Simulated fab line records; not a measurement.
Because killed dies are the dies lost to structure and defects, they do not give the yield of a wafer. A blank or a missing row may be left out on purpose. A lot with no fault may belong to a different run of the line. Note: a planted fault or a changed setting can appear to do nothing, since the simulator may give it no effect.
fab line records | flow sky130
[record] lots = 13 | wafers = 39 | last-day = 50
route steps=708 shown POLY_GATE@230 VIA3@575 METAL4@599 PAD_OPEN@708
lots untouched by any fault: they come from a run of this same line in which no faults occurred
start-h: hours from the record's first day to the start of the lot's first wafer shown | wait-h: hours elapsed since this lot's preceding step | " same as the row above | L1.1+2: a single row standing in for several wafers | - no value present, or no start provided | * or withheld: withheld | < > ~ a bound
route shown NAME@n: names a module that has steps shown in the file, with the first one's number in the route | usual: average and standard deviation across the fault-free wafers | same: alike in all rows | chamber/n: place in a boat | sites: each site's reading | _std_site: their standard deviation | _edge_site: mean of outer sites minus mean of inner sites | radius-mm: how far each site lies from the wafer's centre | mask NAME#n: copy n | behind: the most recent tool/chamber to have shaped the wafer | hold: why the lot was held/for how many hours/how that ended | device: the transistor (n, p or np) that didn't switch | end of line: the same wafers' tests at the end of the route | a step with no rows: only its recipe | killed: not the wafer's yield, but the dies lost to structure and defects at the first sort | map: a wafer's dies, x killed, . not, _ none there
set.NAME: the setting that was run; set.NAME@STEP: the one run at that earlier step | model.NAME: the simulator's own value behind a step, which no gauge read
the route's steps for a sample of lots (tables are steps, rows are wafers)
services: a tool's chamber out of use, with start hour (start-h, from the record's first day; less than 0 if before it), hours out, and reason
[[steps]]
[step SKY_POLY_GATE_ETCH_16]
[recipe] stop-on = poly-Si | chemistry = CH3F/O2 | target = Si3N4 | source-w = 400 | bias-w = 80 | pressure-mtorr = 25 | ch3f-flow-sccm = 40 | O2_flow_sccm = 30 | time-s = 147.5 | target-depth-a = 750
[usual] drypump-motor-current-A = 5.6/0.39 | oes-product-au = 0.642/0.0053 | rf-fwd-power-W = 398.2/1.2 | throttle-valve-pct = 10.536/0.0092
[same] time-s = 147.5
lot.wafer | tool        | chamber | start-h | wait-h | drypump-motor-current-A | oes-product-au | rf-fwd-power-W | rf-hours-counter-h | throttle-valve-pct
L308.1    | rie-diel-01 | 3       | 406.96  | 0.0    | 5.6                     | 0.639          | 398.0          | 9                  | 10.540
L308.4    | "           | 1       | "       | "      | 6.4                     | 0.629          | 397.3          | 36                 | 10.533
L308.6    | "           | 3       | "       | "      | 5.5                     | 0.635          | 397.7          | -                  | 10.538
L309.4    | rie-diel-03 | 0       | 414.01  | 0.0    | 5.5                     | 0.634          | 399.6          | -                  | 10.542
L309.5    | "           | 2       | "       | "      | 5.9                     | 0.636          | 399.8          | -                  | 10.530
L309.6    | "           | 3       | "       | "      | 5.7                     | 0.645          | 397.5          | -                  | 10.522
L310.2    | rie-diel-01 | 2       | 415.11  | 0.0    | 5.2                     | 0.634          | 397.3          | 3                  | 10.528
L310.5    | "           | 3       | "       | "      | 5.6                     | 0.637          | 396.8          | -                  | 10.536
L310.6    | "           | 0       | "       | "      | 5.4                     | 0.646          | 394.6          | -                  | 10.547
L311.2    | rie-diel-02 | 3       | 431.96  | 0.0    | 6.6                     | 0.641          | 397.8          | 18                 | 10.552
L311.4    | "           | 1       | "       | "      | 5.7                     | 0.643          | 399.2          | -                  | 10.524
L311.6    | "           | 0       | "       | "      | 5.4                     | 0.635          | 399.4          | -                  | 10.538
L312.2    | rie-diel-03 | 0       | 455.75  | 0.0    | 5.5                     | 0.642          | 396.5          | 89                 | 10.535
L312.4    | "           | 2       | "       | "      | 5.8                     | 0.650          | 398.4          | -                  | 10.528
L312.5    | "           | 0       | "       | "      | 5.5                     | 0.634          | 399.2          | -                  | 10.550
L314.1    | rie-diel-01 | 3       | 458.41  | 0.0    | 5.6                     | 0.646          | 398.2          | 10                 | 10.528
L314.5    | "           | 0       | "       | "      | 5.4                     | 0.638          | 396.4          | -                  | 10.535
L314.6    | "           | 3       | "       | "      | 5.5                     | 0.646          | 398.8          | -                  | 10.544
L315.2    | rie-diel-03 | 1       | 462.41  | 0.0    | 5.1                     | 0.645          | 399.4          | 6                  | 10.553
L315.3    | "           | 0       | "       | "      | 5.5                     | 0.638          | 397.9          | 89                 | 10.532
L315.4    | "           | 3       | "       | "      | 5.7                     | 0.638          | 398.5          | 89                 | 10.540
L316.2    | rie-diel-03 | 2       | 472.82  | 0.0    | 5.9                     | 0.639          | 398.6          | 73                 | 10.543
L316.3    | "           | 1       | "       | "      | 5.1                     | 0.651          | 400.0          | 7                  | 10.533
L316.5    | "           | 0       | "       | "      | 5.5                     | 0.637          | 397.9          | -                  | 10.534
L320.1    | rie-diel-01 | 0       | 500.01  | 0.0    | 5.4                     | 0.639          | 397.0          | 85                 | 10.531
L320.4    | "           | 3       | "       | "      | 5.6                     | 0.635          | 399.5          | 11                 | 10.540
L320.5    | "           | 0       | "       | "      | 5.4                     | 0.650          | 398.6          | -                  | 10.544
L322.3    | rie-diel-01 | 0       | 510.62  | 0.0    | 5.4                     | 0.644          | 399.5          | 86                 | 10.528
L322.4    | "           | 3       | "       | "      | 5.6                     | 0.652          | 397.1          | 11                 | 10.533
L322.5    | "           | 2       | "       | "      | 5.2                     | 0.641          | 398.2          | -                  | 10.531
L326.1    | rie-diel-02 | 2       | 540.76  | 0.0    | 5.8                     | 0.648          | 398.3          | 2                  | 10.538
L326.3    | "           | 0       | "       | "      | 5.3                     | 0.631          | 398.7          | 1                  | 10.537
L326.5    | "           | 3       | "       | "      | 6.6                     | 0.640          | 398.1          | -                  | 10.534
L325.1    | rie-diel-03 | 0       | 543.77  | 0.0    | 5.5                     | 0.643          | 400.7          | 1                  | 10.529
L325.2    | "           | 2       | "       | "      | 5.9                     | 0.644          | 400.2          | 75                 | 10.528
L325.4    | "           | 2       | "       | "      | 5.9                     | 0.633          | 399.3          | -                  | 10.539
L328.1    | rie-diel-02 | 1       | 559.11  | 0.0    | 5.7                     | 0.636          | 400.3          | 4                  | 10.531
L328.2    | "           | 3       | "       | "      | 6.6                     | 0.636          | 397.0          | 21                 | 10.532
L328.4    | "           | 2       | "       | "      | 5.8                     | 0.642          | 398.4          | 2                  | 10.534
[step SKY_VIA3_CMP_02]
[recipe] material = SiO2 | down-force-psi = 4 | platen-rpm = 60 | pad-velocity-m-s = 0.94248
[usual] edge-zone-pressure-frac = 0.999/0.0054 | head-pressure-psi = 4.000/0.0088 | motor-current-A = 11.9/0.99
lot.wafer | tool   | chamber | start-h | wait-h | edge-zone-pressure-frac | head-pressure-psi | motor-current-A
L308.4    | cmp-02 | 2       | 936.23  | 0.0    | 0.990                   | 3.975             | 12.4
L308.1    | "      | 3       | "       | "      | 1.000                   | 3.998             | 12.0
L308.6    | "      | 2       | "       | "      | 0.989                   | 3.986             | 12.2
L309.4    | cmp-02 | 2       | 937.96  | 0.1    | 0.997                   | 4.002             | 12.8
L309.6    | "      | 1       | "       | "      | 0.994                   | 4.001             | 10.6
L309.5    | "      | 2       | "       | "      | 1.000                   | 4.001             | 12.3
L310.2    | cmp-02 | 0       | 939.95  | 0.1    | 0.992                   | 4.003             | 10.1
L310.5    | "      | 2       | "       | "      | 1.005                   | 4.007             | 12.1
L310.6    | "      | 3       | "       | "      | 0.998                   | 3.985             | 12.9
L311.4    | cmp-02 | 0       | 953.71  | 0.1    | 1.003                   | 4.006             | 10.1
L311.2    | "      | 1       | "       | "      | 0.997                   | 3.979             | 12.1
L311.6    | "      | 3       | "       | "      | 1.006                   | 4.011             | 12.5
L312.4    | cmp-01 | 0       | 970.91  | 0.1    | 1.006                   | 4.001             | 11.1
L312.2    | "      | 1       | "       | "      | 1.000                   | 3.995             | 12.8
L312.5    | "      | 0       | "       | "      | 1.008                   | 4.013             | 11.1
L314.1    | cmp-02 | 0       | 971.31  | 0.1    | 1.007                   | 3.999             | 11.1
L314.5    | "      | 2       | "       | "      | 1.003                   | 4.008             | 12.3
L314.6    | "      | 3       | "       | "      | 0.996                   | 4.000             | 12.1
L315.4    | cmp-02 | 1       | 981.94  | 0.0    | 0.998                   | 4.000             | 11.4
L315.3    | "      | 2       | "       | "      | 0.997                   | 3.986             | 12.5
L315.2    | "      | 0       | "       | "      | 0.990                   | 4.013             | 10.2
L316.2    | cmp-01 | 3       | 990.16  | 0.1    | 0.991                   | 4.015             | 13.7
L316.3    | "      | 0       | "       | "      | 1.003                   | 4.007             | 11.4
L316.5    | "      | 1       | "       | "      | 0.996                   | 3.987             | 13.3
L320.1    | cmp-01 | 1       | 1003.36 | 0.1    | 1.007                   | 4.013             | 13.6
L320.4    | "      | 3       | "       | "      | 0.994                   | 3.994             | 12.9
L320.5    | "      | 0       | "       | "      | 0.993                   | 4.003             | 11.1
L322.3    | cmp-02 | 3       | 1012.30 | 0.1    | 0.998                   | 3.995             | 12.7
L322.4    | "      | 0       | "       | "      | 0.998                   | 4.013             | 10.3
L322.5    | "      | 3       | "       | "      | 1.002                   | 3.991             | 12.0
L326.1    | cmp-02 | 1       | 1037.31 | 0.1    | 0.995                   | 4.008             | 11.6
L326.3    | "      | 2       | "       | "      | 0.997                   | 3.994             | 11.8
L326.5    | "      | 2       | "       | "      | 0.984                   | 3.990             | 12.3
L325.2    | cmp-01 | 1       | 1037.97 | 0.0    | 1.000                   | 3.994             | 12.9
L325.4    | "      | 2       | "       | "      | 0.990                   | 4.000             | 10.3
L325.1    | "      | 0       | "       | "      | 0.999                   | 4.002             | 11.6
L328.2    | cmp-01 | 1       | 1057.42 | 0.0    | 1.008                   | 4.001             | 13.0
L328.1    | "      | 2       | "       | "      | 0.988                   | 4.010             | 11.3
L328.4    | "      | 3       | "       | "      | 1.003                   | 3.989             | 13.0
[step SKY_VIA3_OVL_MEAS_13]
[usual] VIA3_OVL = -3/5.4
lot.wafer | tool       | chamber | start-h | wait-h | VIA3_OVL[nm]
L308.1    | overlay-01 | -       | 960.79  | 0.1    | -1
L308.4    | "          | -       | "       | "      | -4
L308.6    | "          | -       | "       | "      | -3
L309.4    | overlay-02 | -       | 962.31  | 0.1    | 0
L309.5    | "          | -       | "       | "      | 7
L309.6    | "          | -       | "       | "      | -9
L310.2    | overlay-01 | -       | 964.29  | 0.1    | 1
L310.5    | "          | -       | "       | "      | -5
L310.6    | "          | -       | "       | "      | -9
L311.2    | overlay-01 | -       | 977.79  | 0.1    | -11
L311.4    | "          | -       | "       | "      | -3
L311.6    | "          | -       | "       | "      | -8
L312.2    | overlay-01 | -       | 994.40  | 0.1    | -1
L312.4    | "          | -       | "       | "      | 3
L312.5    | "          | -       | "       | "      | 3
L314.1    | overlay-01 | -       | 995.28  | 0.1    | -9
L314.5    | "          | -       | "       | "      | -5
L314.6    | "          | -       | "       | "      | -6
L315.2    | overlay-01 | -       | 1005.60 | 0.1    | -2
L315.3    | "          | -       | "       | "      | -6
L315.4    | "          | -       | "       | "      | -9
L316.2    | overlay-01 | -       | 1014.24 | 0.1    | -3
L316.3    | "          | -       | "       | "      | -4
L316.5    | "          | -       | "       | "      | 0
L320.1    | overlay-02 | -       | 1025.89 | 0.1    | -10
L320.4    | "          | -       | "       | "      | -6
L320.5    | "          | -       | "       | "      | -11
L322.3    | overlay-01 | -       | 1035.39 | 0.1    | -9
L322.4    | "          | -       | "       | "      | -2
L322.5    | "          | -       | "       | "      | -3
L326.1    | overlay-02 | -       | 1059.58 | 0.1    | -7
L326.3    | "          | -       | "       | "      | 0
L326.5    | "          | -       | "       | "      | -9
L325.1    | overlay-01 | -       | 1060.48 | 0.1    | -5
L325.2    | "          | -       | "       | "      | 2
L325.4    | "          | -       | "       | "      | -1
L328.1    | overlay-02 | -       | 1079.53 | 0.1    | -2
L328.2    | "          | -       | "       | "      | 2
L328.4    | "          | -       | "       | "      | -2
[step SKY_METAL4_SPUTTER_01]
[recipe] material = TiN | target-thk-nm = 20 | power-w = 6500 | time-s = 16.7 | chamber-pressure-pa = 0.4
[usual] cathode-dc-power-W = 6500.0/1.2 | throttle-valve-pct = 30.1/0.85
[same] time-s = 16.7
lot.wafer | tool           | chamber | start-h | wait-h | cathode-dc-power-W | throttle-valve-pct
L308.1    | pvd-sputter-03 | -       | 962.21  | 0.0    | 6500.8             | 28.5
L308.4    | "              | -       | "       | "      | 6502.1             | 30.1
L308.6    | "              | -       | "       | "      | 6499.3             | 28.6
L309.4    | pvd-sputter-03 | -       | 963.75  | 0.0    | 6500.0             | 28.4
L309.5    | "              | -       | "       | "      | 6499.4             | 28.4
L309.6    | "              | -       | "       | "      | 6500.4             | 31.0
L310.2    | pvd-sputter-01 | -       | 965.71  | 0.0    | 6500.6             | 30.6
L310.5    | "              | -       | "       | "      | 6499.1             | 30.6
L310.6    | "              | -       | "       | "      | 6500.0             | 30.1
L311.2    | pvd-sputter-01 | -       | 979.23  | 0.0    | 6500.3             | 30.6
L311.4    | "              | -       | "       | "      | 6499.6             | 30.1
L311.6    | "              | -       | "       | "      | 6499.9             | 30.1
L312.2    | pvd-sputter-03 | -       | 995.81  | 0.0    | 6499.1             | 28.5
L312.4    | "              | -       | "       | "      | 6500.9             | 30.6
L312.5    | "              | -       | "       | "      | 6500.3             | 28.2
L314.1    | pvd-sputter-04 | -       | 996.70  | 0.0    | 6500.8             | 29.8
L314.5    | "              | -       | "       | "      | 6499.8             | 31.5
L314.6    | "              | -       | "       | "      | 6499.3             | 30.8
L315.2    | pvd-sputter-04 | -       | 1007.01 | 0.0    | 6500.6             | 31.3
L315.3    | "              | -       | "       | "      | 6499.5             | 31.3
L315.4    | "              | -       | "       | "      | 6500.1             | 29.6
L316.2    | pvd-sputter-01 | -       | 1015.65 | 0.0    | 6500.0             | 29.9
L316.3    | "              | -       | "       | "      | 6499.3             | 30.6
L316.5    | "              | -       | "       | "      | 6501.2             | 30.7
L320.1    | pvd-sputter-03 | -       | 1027.35 | 0.0    | 6501.6             | 30.2
L320.4    | "              | -       | "       | "      | 6501.1             | 28.6
L320.5    | "              | -       | "       | "      | 6498.7             | 28.4
L322.3    | pvd-sputter-01 | -       | 1036.84 | 0.0    | 6499.0             | 30.0
L322.4    | "              | -       | "       | "      | 6500.0             | 30.9
L322.5    | "              | -       | "       | "      | 6501.2             | 30.0
L326.1    | pvd-sputter-01 | -       | 1061.00 | 0.0    | 6500.4             | 30.1
L326.3    | "              | -       | "       | "      | 6498.1             | 30.6
L326.5    | "              | -       | "       | "      | 6499.3             | 30.1
L325.1    | pvd-sputter-04 | -       | 1061.90 | 0.0    | 6500.5             | 31.4
L325.2    | "              | -       | "       | "      | 6499.4             | 31.3
L325.4    | "              | -       | "       | "      | 6501.0             | 31.3
L328.1    | pvd-sputter-03 | -       | 1080.95 | 0.0    | 6499.4             | 30.6
L328.2    | "              | -       | "       | "      | 6500.5             | 30.1
L328.4    | "              | -       | "       | "      | 6500.8             | 28.7
[step SKY_PAD_OPEN_PROBE_99]
[usual] killed_at_M0_to_M3 = 44/6.8 | killed_at_M4_up = 3.1/1.8 | killed-at-contacts = 25/5.2 | killed-at-front-end = 15/4.1 | killed-at-other = 0.3/0.62 | killed-dies = 88/9.4 | killed-open = 48/7.1 | killed-short = 40/6.1
[same] gross-dies = 492 | killed-at-back-side = 0
lot.wafer | tool      | chamber | start-h | wait-h | killed_at_M0_to_M3 | killed_at_M4_up | killed-at-contacts | killed-at-front-end | killed-at-other | killed-dies | killed-open | killed-short
L320.1    | prober-02 | -       | 1157.98 | 0.1    | 40                 | 2               | 28                 | 73                  | 1               | 144         | 47          | 33
L320.4    | prober-02 | -       | 1158.13 | 0.2    | 40                 | 2               | 19                 | 10                  | 0               | 71          | 39          | 32
L320.5    | prober-02 | -       | 1158.18 | 0.2    | 38                 | 3               | 20                 | 79                  | 1               | 141         | 41          | 34
L322.3    | prober-02 | -       | 1165.48 | 0.2    | 45                 | 1               | 25                 | 82                  | 0               | 153         | 47          | 42
L322.4    | prober-02 | -       | 1165.53 | 0.2    | 31                 | 3               | 25                 | 22                  | 0               | 81          | 45          | 36
L322.5    | prober-02 | -       | 1165.58 | 0.2    | 40                 | 7               | 25                 | 16                  | 0               | 88          | 53          | 35
// killed by level:class
L320.1 POLY_GATE:unspecified=63 LI_CONTACT:geometric-particle:open=11 VIA1:geometric-particle:open=8 CONTACT:geometric-particle:open=7 CONTACT:geometric-particle:short=6 METAL1:geometric-particle:short=6 VIA3:geometric-particle:open=6 VIA2:geometric-particle:open=5
L320.4 VIA3:geometric-particle:open=8 VIA1:geometric-particle:open=7 LOCAL_INTERCONNECT:geometric-particle:short=6 CONTACT:geometric-particle:open=6 METAL1:geometric-particle:short=6 VIA2:geometric-particle:open=6 FIELD_ISO:geometric-particle:open=4 LI_CONTACT:geometric-particle:open=4
L320.5 POLY_GATE:unspecified=65 VIA1:geometric-particle:open=9 CONTACT:geometric-particle:open=8 LI_CONTACT:geometric-particle:open=7 POLY_GATE:geometric-particle:short=6 METAL2:geometric-particle:short=6 VIA3:geometric-particle:open=6 POLY_GATE:geometric-particle:open=4
L322.3 POLY_GATE:unspecified=64 CONTACT:geometric-particle:open=10 VIA1:geometric-particle:open=10 VIA3:geometric-particle:open=9 VIA1:geometric-particle:short=8 POLY_GATE:geometric-particle:short=7 LOCAL_INTERCONNECT:geometric-particle:short=4 METAL2:geometric-particle:short=4
L322.4 CONTACT:geometric-particle:open=12 VIA2:geometric-particle:open=9 POLY_GATE:geometric-particle:short=7 VIA1:geometric-particle:open=7 FIELD_ISO:geometric-particle:short=5 LI_CONTACT:geometric-particle:open=5 METAL1:geometric-particle:short=5 POLY_GATE:geometric-particle:open=4
L322.5 VIA1:geometric-particle:open=11 CONTACT:geometric-particle:open=10 VIA3:geometric-particle:open=7 FIELD_ISO:geometric-particle:open=5 LI_CONTACT:geometric-particle:open=5 METAL2:geometric-particle:short=5 METAL4:geometric-particle:short=5 LI_CONTACT:geometric-particle:short=4
[[services]]
tool           | chamber | start-h | hours | kind
cmp-01         | -       | 387.40  | 1.3   | repair
pvd-sputter-03 | -       | 395.20  | 2.7   | repair
cmp-01         | -       | 395.63  | 0.8   | repair
cmp-01         | -       | 403.93  | 0.9   | repair
cmp-01         | -       | 404.81  | 4.0   | pm
cmp-01         | -       | 406.67  | 1.3   | repair
rie-diel-03    | 1       | 409.66  | 49.7  | repair
cmp-01         | -       | 420.67  | 1.7   | repair
cmp-02         | -       | 445.63  | 4.5   | pm
cmp-02         | -       | 519.30  | 18.0  | pm
cmp-02         | -       | 561.67  | 19.9  | repair
cmp-02         | -       | 581.58  | 4.0   | pm
cmp-02         | -       | 625.70  | 5.8   | pm
cmp-02         | -       | 671.84  | 0.8   | repair
cmp-02         | -       | 674.67  | 2.6   | repair
cmp-02         | -       | 677.73  | 74.2  | repair
cmp-02         | -       | 712.73  | 1.7   | repair
cmp-02         | -       | 905.69  | 4.5   | repair
cmp-02         | -       | 912.99  | 1.0   | repair
cmp-02         | -       | 916.56  | 3.2   | repair
cmp-02         | -       | 921.58  | 4.0   | pm
cmp-02         | -       | 988.56  | 3.0   | repair
cmp-02         | -       | 994.70  | 4.9   | pm
cmp-02         | -       | 1033.71 | 0.7   | repair
[[key]]
[first-sign] step = SKY_PAD_OPEN_PROBE_99 | reading = killed-at-front-end | direction = up | sigmas = 15 | usual = 15 | struck = 78
[effect] step = SKY_PAD_OPEN_PROBE_99 | reading = killed-dies | direction = up | sigmas = 6.2 | usual = 88 | struck = 146
met-at SKY_POLY_GATE_ETCH_16
struck-lots L320,L322
struck-wafers L320.1,L320.5,L322.3
tester-left-out L320,L322
not-acting-at SKY_VIA3_CMP_02,SKY_VIA3_OVL_MEAS_13,SKY_METAL4_SPUTTER_01
onset-between 458.41 500.01
[fault] kind = chamber-particle-source | tool = rie-diel-01 | chamber = 0 | onset-h = 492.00 | steps = SKY_POLY_GATE_ETCH_16 | rate-per-visit-cm2 = 1.9396 | end-h = 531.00
// tester-left-out: of these lots the tester's yield and bins aren't shown, on N5 and GAA mostly nor the transistor test; their killed dies are dies lost to structure and defects alone, not to doping, threshold or leakage, so they don't give the yield
